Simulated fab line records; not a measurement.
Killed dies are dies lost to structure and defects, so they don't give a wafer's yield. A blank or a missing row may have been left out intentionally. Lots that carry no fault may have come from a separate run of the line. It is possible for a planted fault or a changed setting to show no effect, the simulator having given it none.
One fault through the eyes of 2 desks -- flow sky130 -- each desk has only its own numbers; what lay behind them comes last

## AT THE TOOL OWNER'S DESK: implanter-02
For each lot that ran on this tool, the mean over its sampled wafers that have a number, from the tool's own readings at SKY_VT_ADJUST_NCORE_IMPLANT_09. Any lot whose mean is over 4 standard deviations away from the usual mean is out of limits and marked OUT; that distance is given in the brackets.
Columns: A = beam_on_s at SKY_VT_ADJUST_NCORE_IMPLANT_09, usual 10.03 s; B = faraday_current_uA at SKY_VT_ADJUST_NCORE_IMPLANT_09, usual 13.49
lot,first seen here,A,B
L829,day 8 12:23,10.05,13.50
L836,day 10 17:32,10.25,13.21
L842,day 12 10:16,10.11,13.39
L846,day 13 18:16,11.85 (+9.1) OUT,11.44 (-7.6) OUT
L851,day 14 23:26,11.80 (+8.9) OUT,11.48 (-7.5) OUT
This desk's finding: out of limits on L846, L851; first on L846, day 13 18:16 (beam_on_s at SKY_VT_ADJUST_NCORE_IMPLANT_09). L829, L836, L842: within limits.

## METROLOGY DESK
What the gauges read for every lot (on any tool): the sampled wafers with a number, averaged. Any lot whose mean is over 4 standard deviations away from the usual mean is out of limits and marked OUT; that distance is given in the brackets.
Columns: A = VT_ADJUST_HVTP_OVL at SKY_VT_ADJUST_HVTP_OVL_MEAS_08, usual -0.5 nm; B = VT_ADJUST_NCORE_TW at SKY_VT_ADJUST_NCORE_TW_MEAS_11, usual 218.6; C = LDD_P_OVL at SKY_LDD_P_OVL_MEAS_08, usual -0.8 nm; D = LI_CONTACT_W_RS at SKY_LI_CONTACT_RS_MEAS_22, usual 0.284 ohm/sq
lot,first seen here,A,B,C,D
L829,day 6 01:08,-0.2,215.7,-2.3,0.281
L830,day 6 05:00,-1.4,219.8,-0.9,0.286
L831,day 6 12:32,1.3,218.5,0.3,0.283
L833,day 6 23:38,-1.6,217.8,1.2,0.288
L836,day 7 23:55,-0.3,218.8,-0.2,0.278
L838,day 8 11:12,-1.2,221.8,0.3,0.286
L839,day 9 02:13,-1.2,218.0,-1.4,0.289
L842,day 9 13:13,-0.2,218.5,0.5,0.284
L844,day 10 03:34,-1.5,218.1,-2.6,0.287
L846,day 10 17:49,0.3,230.4 (+7.9) OUT,1.1,0.284
L849,day 11 12:24,-0.6,217.6,-2.3,0.284
L850,day 11 15:08,1.5,218.6,-0.3,0.286
L851,day 11 19:36,0.6,228.5 (+6.6) OUT,-1.6,0.286
Per this desk, out of limits: L846, L851; the first was L846, day 13 18:31 (VT_ADJUST_NCORE_TW at SKY_VT_ADJUST_NCORE_TW_MEAS_11). L829, L830, L831, L833, L836, L838, L839, L842, L844, L849, L850: within limits.

## PUT TOGETHER
On L846, L851, at day 13 18:16, an alarm was possible from the tool owner's desk.
L846, L851 would have let the metrology desk raise an alarm at day 13 18:31.
The lots listed all ran SKY_VT_ADJUST_NCORE_IMPLANT_09 on implanter-02.

## WHAT THE SIMULATOR HAD PUT IN
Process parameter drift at SKY_VT_ADJUST_NCORE_IMPLANT_09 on implanter-02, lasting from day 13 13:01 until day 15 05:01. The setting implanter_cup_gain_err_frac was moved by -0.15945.
Struck lots among those shown: L846, L851.
Fault start to first reading out of limits, in hours, per desk: tool owner, 5; metrology, 6.
